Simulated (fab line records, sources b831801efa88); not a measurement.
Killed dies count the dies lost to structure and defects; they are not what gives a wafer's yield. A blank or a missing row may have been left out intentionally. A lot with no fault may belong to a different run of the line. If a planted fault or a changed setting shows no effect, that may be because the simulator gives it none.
Struck lot and sound lot, side by side | flow sky130 | 44 steps out of a route of 708
Sound: these wafers, L790.3, L790.4, L790.5. Struck: wafer L805.3 (left out: L805.1, L805.4 of the same lot, which were not struck); the cause appears at the end.
Each step with rows lists, per side, the tool, then ch with its chambers, then its first start. Under that, the readings that differ: sound wafers | struck wafers | difference of the means | sigmas: that difference in standard deviations of wafers without a fault.
alike: a reading whose means differ by less than 2 such deviations, as well as words and numbers matching on both sides. not compared: withheld readings; readings where some wafer has no value; bounds like >300 that might hide an equal value; numbers whose values overlap and for which the record gives no deviation.
The two part at a step that has a row with sigmas, a row that says differs or no value, or rows on one side only. Non-overlapping numbers with no deviation appear without sigmas and do not part them. A reading that every wafer of one side lacks parts them only if that side has two wafers or more.

SKY_METAL3_CD_MEAS_13: the cd target is 300 nm.
  sound on cdSem-01, day 38 10:42; struck on cdSem-01, day 42 18:28
  alike: cdNm
SKY_METAL3_OVL_MEAS_14:
  sound on overlay-02, day 38 10:47; struck on overlay-02, day 42 18:35
  alike: METAL3_OVL
SKY_METAL3_DESCUM_15: chemistry O2, time 8 s.
  sound on rieMetal-02 ch 0,1, day 38 10:50; struck on rieMetal-03 ch 0, day 42 18:37
reading                  | sound       | struck | difference | sigmas
drypumpMotorCurrentA (A) | 6.0 5.3 5.3 | 6.4    | +0.9       | +2
  alike: oesProductAu
  not compared: rfHoursCounterH
then, 1 step without rows for these wafers: SKY_METAL3_ETCH_16 (etches BARC in N2/H2, stops on SiO2, time 88.2 s, target depth 60 nm).
SKY_METAL3_ETCH_17: etches SiO2 in C4F8/O2/Ar, stops on TiN, time 3.9 s, target depth 15 nm.
  sound on rieDiel-01 ch 0,1,3, day 38 10:57; struck on rieDiel-01 ch 1, day 42 18:45
  alike: oesProductAu
  not compared: rfHoursCounterH
SKY_METAL3_METAL_ETCH_18: etches the open film in Cl2/BCl3, stops on SiO2, target depth 845 nm, time 183.1 s.
  sound on rieMetal-03 ch 0,1, day 38 11:01; struck on rieMetal-04 ch 1, day 42 18:46
reading                  | sound       | struck | difference | sigmas
drypumpMotorCurrentA (A) | 6.4 6.1 6.3 | 5.5    | -0.8       | -2
  alike: oesProductAu, throttleValvePct
  not compared: rfHoursCounterH
SKY_METAL3_STRIP_19: strips in O2/N2.
  sound on plasmaAsher-04 ch 0,1, day 38 11:11; struck on plasmaAsher-02 ch 0, day 42 18:56
  alike: drypumpMotorCurrentA, oesProductAu, stripTimeToEndpointS
  not compared: rfHoursCounterH
then, 4 steps without rows for these wafers: SKY_METAL3_STRIP_20 (strips in post etch residue remover, time 1200 s); SKY_METAL3_CLEAN_21 (cleans in IPA, time 180 s); SKY_METAL3_CLEAN_22 (cleans in O3/DIW); SKY_VIA3_HDPCVD_00 (deposits SiO2, target thk 1635 nm, time 272.5 s).
SKY_VIA3_THK_MEAS_01:
  sound on filmMetro-04, day 38 11:58; struck on filmMetro-04, day 42 19:42
  alike: VIA3_HDPCVD_THK
SKY_VIA3_CMP_02: polishes SiO2.
  sound on cmp-02 ch 0,1, day 38 12:03; struck on cmp-01 ch 1, day 42 19:46
reading                                 | sound           | struck | difference | sigmas
model.SiO2_of_VIA3_HDPCVD_00.thkNm (nm) | 465.3 464.7 465 | 429.7  | -35.3      | 
  alike: motorCurrentA, platenRpm
SKY_VIA3_BOW_MEAS_03:
  sound on filmMetro-03, day 38 12:20; struck on filmMetro-04, day 42 20:04
  alike: VIA3_BOW
then, 8 steps without rows for these wafers: SKY_VIA3_DEHYDRATE_04 (time 60 s); SKY_VIA3_HMDS_05 (prime time 60 s); SKY_VIA3_COAT_06 (resist thk 60 nm); SKY_VIA3_COAT_07 (resist thk 450 nm); SKY_VIA3_SOFTBAKE_08 (time 90 s); SKY_VIA3_EXPOSE_09 (exposes mask VIM3, target cd 200 nm); SKY_VIA3_PEB_10; SKY_VIA3_DEVELOP_11 (develop time 60 s).
SKY_VIA3_CD_MEAS_12: the cd target is 200 nm.
  sound on cdSem-01, day 39 12:58; struck on cdSem-01, day 43 19:11
reading   | sound             | struck | difference | sigmas
cdNm (nm) | 202.4 201.3 201.4 | 197.6  | -4.1       | -3
SKY_VIA3_OVL_MEAS_13:
  sound on overlay-02, day 39 13:04; struck on overlay-02, day 43 19:19
reading       | sound  | struck | difference | sigmas
VIA3_OVL (nm) | -5 3 4 | -11    | -12        | -2
then, 1 step without rows for these wafers: SKY_VIA3_ETCH_14 (etches BARC in N2/H2, stops on SiO2, time 45.9 s, target depth 60 nm).
SKY_VIA3_ETCH_15: etches SiO2 in C4F8/O2/Ar, stops on TiN, target depth 507 nm, time 78 s.
  sound on rieDiel-04 ch 2,3, day 39 13:08; struck on rieDiel-04 ch 2, day 43 19:23
reading                        | sound             | struck | difference | sigmas
oesProductAu (a.u.)            | 0.953 0.940 0.946 | 0.901  | -0.045     | -9
model.VIA3.featureDepthNm (nm) | 465.3 464.7 465   | 429.7  | -35.3      | 
model.etch.depthNm (nm)        | 465.3 464.7 465   | 429.7  | -35.3      | 
  not compared: rfHoursCounterH
then, 4 steps without rows for these wafers: SKY_VIA3_STRIP_16 (strips in O2/N2); SKY_VIA3_STRIP_17 (strips in post etch residue remover, time 1200 s); SKY_VIA3_CLEAN_18 (cleans in IPA, time 180 s); SKY_VIA3_CLEAN_19 (cleans in O3/DIW).
SKY_VIA3_SPUTTER_20: material TiN, target thk 20 nm, time 80 s.
  sound on pvdSputter-01, day 39 13:47; struck on pvdSputter-03, day 43 20:03
  alike: cathodeDcPowerW, throttleValvePct
then, 1 step without rows for these wafers: SKY_VIA3_CVD_21 (deposits W, target thk 390 nm, time 117.31 s).
SKY_VIA3_RS_MEAS_22: the measuring method here is four-point-probe.
  sound on filmMetro-04, day 39 14:01; struck on filmMetro-04, day 43 20:14
reading            | sound             | struck | difference | sigmas
VIA3_W_RS (ohm/sq) | 0.297 0.286 0.283 | 0.303  | +0.014     | +3
SKY_VIA3_THK_MEAS_23: measures by xrf.
  sound on filmMetro-04, day 39 14:07; struck on filmMetro-04, day 43 20:21
reading         | sound       | struck | difference | sigmas
VIA3_W_THK (nm) | 373 385 392 | 361    | -22        | -3
then, 7 steps without rows for these wafers: SKY_VIA3_CMP_24 (polishes, stops on SiO2, t overpolish 20 s, target thk 0 nm); SKY_METAL4_SPUTTER_00 (material Ti, target thk 15 nm, time 10 s); SKY_METAL4_SPUTTER_01 (material TiN, target thk 20 nm, time 16.7 s); SKY_METAL4_SPUTTER_02 (material AlCu, target thk 735 nm, time 39.1 s); SKY_METAL4_SPUTTER_03 (material Ti, target thk 5 nm, time 3.3 s); SKY_METAL4_SPUTTER_04 (material TiN, target thk 70 nm, time 58.3 s); SKY_CAP2M_CVD_00 (deposits SiO2, target thk 15.5 nm).
SKY_CAP2M_THK_MEAS_01:
  sound on filmMetro-02, day 39 14:38; struck on filmMetro-04, day 43 20:53
  alike: CAP2M_CVD_00_THK
SKY_METAL4_METAL_ETCH_18: etches the open film in Cl2/BCl3, stops on SiO2, target depth 845 nm, time 183.1 s.
  sound on rieMetal-04 ch 0,1, day 41 16:48; struck on rieMetal-02 ch 0, day 45 17:44
reading                                 | sound             | struck | difference | sigmas
model.SiO2_of_VIA3_HDPCVD_00.thkNm (nm) | 435.5 435.3 435.6 | 399.4  | -36.1      | 
  alike: drypumpMotorCurrentA, oesProductAu, throttleValvePct
  not compared: rfHoursCounterH
-- the record jumps here: 4 days lie between the struck wafers' starts before and after (it left off in module METAL4 and takes up again in module PAD_OPEN, whose first step shown is number 708 of the route) --
SKY_PAD_OPEN_PROBE_99:
  sound on prober-01, day 45 18:27; struck on prober-02, day 49 06:50
  alike: defectLimitedYield, killed_at_M0_to_M3, killed_at_M4_up, killedAtContacts, killedAtFrontEnd, killedAtOther, killedDies, killedOnRim, killedOpen, killedShort, sort_bin_3_pad_short, sort_bin_5_function, sort_bin_6_memory, sortNPass, sortYieldPct

WHERE THEY PART
First at SKY_METAL3_DESCUM_15; last, within this record, at SKY_VIA3_THK_MEAS_23. Later steps at which nothing parts them and some readings are alike: SKY_CAP2M_THK_MEAS_01, SKY_METAL4_METAL_ETCH_18, SKY_PAD_OPEN_PROBE_99.

WHY: what the simulator had put in
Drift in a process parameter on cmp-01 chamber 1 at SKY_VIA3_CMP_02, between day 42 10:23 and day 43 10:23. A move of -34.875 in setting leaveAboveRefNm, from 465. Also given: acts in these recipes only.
